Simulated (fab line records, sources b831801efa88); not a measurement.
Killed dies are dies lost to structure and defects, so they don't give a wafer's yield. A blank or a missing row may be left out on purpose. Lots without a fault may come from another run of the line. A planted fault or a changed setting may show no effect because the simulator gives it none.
A struck lot beside a sound one | flow gf180mcu | 16 steps out of a route of 602
Sound: wafers L227.4, L227.5, L227.6. Struck: wafer L216.2. (L216.3, L216.4 of the same lot were not struck and are left out.) The cause comes at the end.
At each step with rows: each side's tool, then ch and its chambers, then its first start. Under that, the readings that differ: sound wafers | struck wafers | difference of the means | sigmas: that difference in standard deviations of wafers without a fault.
alike: readings whose means differ by less than 2 such deviations, and words and numbers that are the same on both sides. not compared: withheld readings, readings that some wafer has no value for, bounds like >300 that may hide the same value, and numbers for which the record gives no deviation and whose values overlap.
The two part at a step that has a row with sigmas, a row that says differs or no value, or rows on one side only. Numbers that don't overlap but have no deviation are shown without sigmas and don't part them. A reading that every wafer of one side lacks parts them only if that side has two wafers or more.

first, 4 steps without rows for these wafers: GF_M1_SOFTBAKE_10 (time 60 s); GF_M1_EXPOSE_11 (exposes mask Metal1, target cd 230 nm); GF_M1_PEB_12 (peb time 90 s); GF_M1_DEVELOP_13 (develop time 60 s).
GF_M1_CD_MEAS_14: target cd 230 nm.
  sound on cd_sem-02, day 24 07:00; struck on cd_sem-01, day 20 20:39
  reading    | sound             | struck | difference | sigmas
  cd_nm (nm) | 229.5 229.2 228.6 | 231.6  | +2.5       | +2
GF_M1_OVL_MEAS_15:
  sound on overlay-01, day 24 07:05; struck on overlay-01, day 20 20:45
  alike: M1_OVL
GF_M1_METAL_ETCH_16: etches the open film in Cl2/BCl3, stops on SiO2, target depth 750.8 nm, time 125.1 s.
  sound on rie_metal-04 ch 0,1, day 24 07:08; struck on rie_metal-03 ch 0, day 20 20:50
  reading                     | sound       | struck | difference | sigmas
  drypump_motor_current_A (A) | 4.9 5.3 4.9 | 6.1    | +1.1       | +2
  alike: he_backside_leak_sccm, oes_product_au, rf_fwd_power_W, throttle_valve_pct
  not compared: rf_hours_counter_h
GF_M1_STRIP_17: strips in O2/N2.
  sound on plasma_asher-03 ch 0,1, day 24 07:16; struck on plasma_asher-04 ch 0, day 20 21:02
  reading                | sound       | struck | difference                   | sigmas
  heater_power_w (W)     | 303 314 319 | 270    | -42                          | -3
  rf_hours_counter_h (h) | - - -       | 36     | no value on the sound wafers |
  alike: drypump_motor_current_A, oes_product_au, strip_time_to_endpoint_s
then, 3 steps without rows for these wafers: GF_M1_STRIP_18 (strips in post etch residue remover, time 1200 s); GF_M1_CLEAN_19 (cleans in DIW); GF_V1_CVD_00 (deposits SiO2, target thk 600 nm, time 100 s).
GF_V1_THK_MEAS_01:
  sound on film_metro-04, day 24 07:53; struck on film_metro-02, day 20 22:08
  alike: V1_CVD_00_THK
GF_V1_CVD_02: deposits SiO2 from TEOS, target thk 850 nm, time 94.851 s.
  sound on pecvd-02 ch 0,1,2, day 24 07:58; struck on pecvd-03 ch 0, day 20 22:11
  reading                             | sound             | struck | difference | sigmas
  rf_fwd_power_W (W)                  | 592.3 595.7 595.9 | 499.1  | -95.5      | -43
  model.SiO2_of_V1_CVD_02.thk_nm (nm) | 841 838.4 847.5   | 810.9  | -31.4      |
  alike: heater_power_w
GF_V1_THK_MEAS_03:
  sound on film_metro-03, day 24 08:01; struck on film_metro-04, day 20 22:16
  reading            | sound       | struck | difference | sigmas
  V1_CVD_02_THK (nm) | 841 838 847 | 811    | -31        | -3
GF_V1_CMP_04: polishes SiO2.
  sound on cmp-01 ch 0,2,3, day 24 08:12; struck on cmp-02 ch 0, day 20 22:19
  reading                | sound    | struck | difference | sigmas
  time_to_endpoint_s (s) | 82 82 85 | 66     | -17        | -3
  alike: motor_current_A
then, 1 step without rows for these wafers: GF_PASSIVATION_PROBE_99.

WHERE THEY PART
First at GF_M1_CD_MEAS_14; last, within this record, at GF_V1_CMP_04.

WHY: what the simulator had put in
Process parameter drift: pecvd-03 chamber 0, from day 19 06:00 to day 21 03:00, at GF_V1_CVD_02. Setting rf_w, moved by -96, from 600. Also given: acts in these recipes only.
